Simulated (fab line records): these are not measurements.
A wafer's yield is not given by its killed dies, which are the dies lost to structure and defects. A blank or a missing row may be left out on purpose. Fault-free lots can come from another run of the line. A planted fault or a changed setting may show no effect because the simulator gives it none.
Which tool was responsible? || flow gf180mcu || at 1 step of a route of 602, 14 lots with 42 wafers sampled

## WHAT EACH GAUGE READ, for each wafer
GF_V2_OVL_MEAS_15. Usual: V2_OVL gives 1 nm (standard deviation 5).
{"lot": "L452", "measured": "day 20 06:15", "on": "overlay-01", "V2_OVL (nm)": "4 3 4", "flag": ""}
{"lot": "L454", "measured": "day 21 01:01", "on": "overlay-02", "V2_OVL (nm)": "0 3 -2", "flag": ""}
{"lot": "L455", "measured": "day 21 04:33", "on": "overlay-01", "V2_OVL (nm)": "10 4 8", "flag": ""}
{"lot": "L456", "measured": "day 21 20:49", "on": "overlay-02", "V2_OVL (nm)": "-2 -5 -6", "flag": ""}
{"lot": "L457", "measured": "day 22 03:21", "on": "overlay-02", "V2_OVL (nm)": "3 6 1", "flag": ""}
{"lot": "L458", "measured": "day 22 09:58", "on": "overlay-01", "V2_OVL (nm)": "-3 7 4", "flag": ""}
{"lot": "L460", "measured": "day 23 09:01", "on": "overlay-01", "V2_OVL (nm)": "2 -6 6", "flag": ""}
{"lot": "L462", "measured": "day 24 03:25", "on": "overlay-01", "V2_OVL (nm)": "3 1 -5", "flag": ""}
{"lot": "L464", "measured": "day 25 00:37", "on": "overlay-02", "V2_OVL (nm)": "2 -2 -4", "flag": ""}
{"lot": "L466", "measured": "day 25 05:26", "on": "overlay-02", "V2_OVL (nm)": "-5 0 -4", "flag": ""}
{"lot": "L467", "measured": "day 25 14:05", "on": "overlay-01", "V2_OVL (nm)": "0 5 -1", "flag": ""}
{"lot": "L471", "measured": "day 26 21:08", "on": "overlay-01", "V2_OVL (nm)": "0 -3 -2", "flag": ""}
{"lot": "L472", "measured": "day 27 01:17", "on": "overlay-02", "V2_OVL (nm)": "0 0 -2", "flag": ""}
{"lot": "L475", "measured": "day 28 00:32", "on": "overlay-01", "V2_OVL (nm)": "2 1 0", "flag": ""}

## WHAT TOOL EACH LOT RAN ON (gives the tool, then ch and the chambers of the sampled wafers, and finally the start)
The record holds no process step before these readings.

## WHAT THE TOOLS THEMSELVES READ (means of the sampled wafers that have a number; where no wafer has one, the mark that the record gives instead)
The record holds no such reading with a usual standard deviation.

## THE ANSWER, worked out from the rows above alone
Rule: a lot counts as off when the mean over its wafers that have a number is more than 3 standard deviations away from the usual mean. A lot without any number at a reading at which 4 lots or more have one is off too. The other lots that the step has rows for count as sound. Order of review: gauges by route order, followed by the tools' own readings, for which a lot's mean as printed above is used. The first step at which some lot is off is used, and at that step the reading that is off furthest; a lot without a number counts as furthest.
Nothing can be told from this: no lot is off at any reading shown.

## WHAT WAS PUT IN BY THE SIMULATOR
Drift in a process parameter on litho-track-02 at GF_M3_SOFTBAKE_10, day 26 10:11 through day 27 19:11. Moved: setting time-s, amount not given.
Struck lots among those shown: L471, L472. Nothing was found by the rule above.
